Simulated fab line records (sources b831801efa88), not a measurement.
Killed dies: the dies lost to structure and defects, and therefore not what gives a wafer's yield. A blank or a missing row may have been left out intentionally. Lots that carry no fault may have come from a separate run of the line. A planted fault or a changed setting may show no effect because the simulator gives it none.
Matching of chambers | flow gf180mcu | rie-si-01 running GF_POLY_GATE_ETCH_13: 4 sister chambers
The step etches poly-Si in HBr/Cl2, stops on SiO2, target depth 198.5 nm, time 69.6 s. 8 wafers are shown with their chamber, then 8 later ones without.

== EACH WAFER AND ITS CHAMBER ==
wafer  | chamber | oes-product-au (a.u.) | HBr_flow_sccm (sccm)
L663.3 | 3       | 0.980                 | 149.4
L667.6 | 2       | 0.994                 | 149.7
L672.6 | 3       | 0.985                 | 149.9
L673.1 | 0       | 1.003                 | 150.4
L673.6 | 2       | 0.989                 | 149.0
L675.4 | 0       | 0.994                 | 149.9
L675.5 | 1       | 0.987                 | 149.6
L680.1 | 1       | 1.010                 | 150.5

== WAFERS MISSING THEIR CHAMBER ==
wafer  | oes-product-au (a.u.) | HBr_flow_sccm (sccm)
L680.3 | 0.992                 | 150.7
L680.5 | 0.970                 | 148.6
L682.2 | 0.994                 | 150.5
L682.3 | 0.988                 | 150.2
L682.6 | 1.000                 | 149.4
L686.1 | 0.969                 | 149.5
L686.2 | 1.001                 | 150.0
L686.6 | 0.998                 | 150.4

== WHICH CHAMBER EACH ONE RAN IN ==
wafer  | from the rows above               | in truth
L680.3 | can't be placed: 0 or 1 or 3 or 2 | 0
L680.5 | can't be placed: 3 or 2 or 1 or 0 | 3
L682.2 | can't be placed: 0 or 1 or 3 or 2 | 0
L682.3 | can't be placed: 0 or 1 or 3 or 2 | 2
L682.6 | can't be placed: 2 or 1 or 0 or 3 | 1
L686.1 | can't be placed: 3 or 2 or 1      | 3
L686.2 | can't be placed: 1 or 0 or 2 or 3 | 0
L686.6 | can't be placed: 0 or 1 or 3 or 2 | 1
Correctly placed: 0 of 8. Cannot be placed on the basis of these rows: 8; the candidates contain the true chamber in 8. Placed wrongly: 0.
How it was worked out, from the rows above alone: a wafer's distance from a chamber is the root of the sum, over the readings, of the square of ((its reading less the chamber's mean) divided by the reading's scatter). The wafer belongs to the nearest chamber; if the next one is less than 2 further off, it can't be placed. A chamber's mean is the mean of its shown wafers. The scatter is the square root of a quotient: the sum, over the shown wafers, of each reading's squared deviation from its chamber's mean, divided by wafers minus chambers.
